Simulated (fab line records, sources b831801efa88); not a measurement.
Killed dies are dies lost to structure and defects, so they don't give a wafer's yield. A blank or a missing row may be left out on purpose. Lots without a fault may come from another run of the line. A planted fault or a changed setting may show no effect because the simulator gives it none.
Which tool did it? | flow gf180mcu | 7 lots, 21 wafers sampled, at 1 step of a route of 602

WHAT THE GAUGES READ, wafer by wafer
GF_POLY_GATE_CD_MEAS_18.
lot  | measured     | on        | cd_nm (nm)
L491 | day 12 00:52 | cd_sem-01 | 279.0 279.4 280.3
L493 | day 12 13:23 | cd_sem-01 | 279.3 284.0 280.9
L495 | day 13 08:45 | cd_sem-02 | 284.5 278.9 281.8
L498 | day 14 02:15 | cd_sem-02 | 277.9 280.6 279.6
L501 | day 14 22:32 | cd_sem-02 | 279.9 280.2 280.5
L503 | day 15 14:24 | cd_sem-01 | 278.6 279.5 276.9
L505 | day 16 03:57 | cd_sem-01 | 281.5 279.8 280.2

WHICH TOOL RAN EACH LOT (tool, then ch and the chambers of the sampled wafers, then the start)
The record holds no process step before these readings.

THE ANSWER, worked out from the rows above alone
Rule: what is usual is taken from the lots themselves. Put in order of their means at a reading, lots are off if they are a third of the lots or fewer, leave a main group of 4 or more, and stand apart from it by a gap of 3 or more times the standard deviation of the main group's means; of several such gaps the widest counts. A main group whose means are all the same, to the digits that the tables above print for the reading, isn't used. A lot without any number at a reading at which 4 lots or more have one is off too. The other lots that the step has rows for count as sound.
No lot is off at any reading shown: from this, nothing can be told.

WHAT THE SIMULATOR HAD PUT IN
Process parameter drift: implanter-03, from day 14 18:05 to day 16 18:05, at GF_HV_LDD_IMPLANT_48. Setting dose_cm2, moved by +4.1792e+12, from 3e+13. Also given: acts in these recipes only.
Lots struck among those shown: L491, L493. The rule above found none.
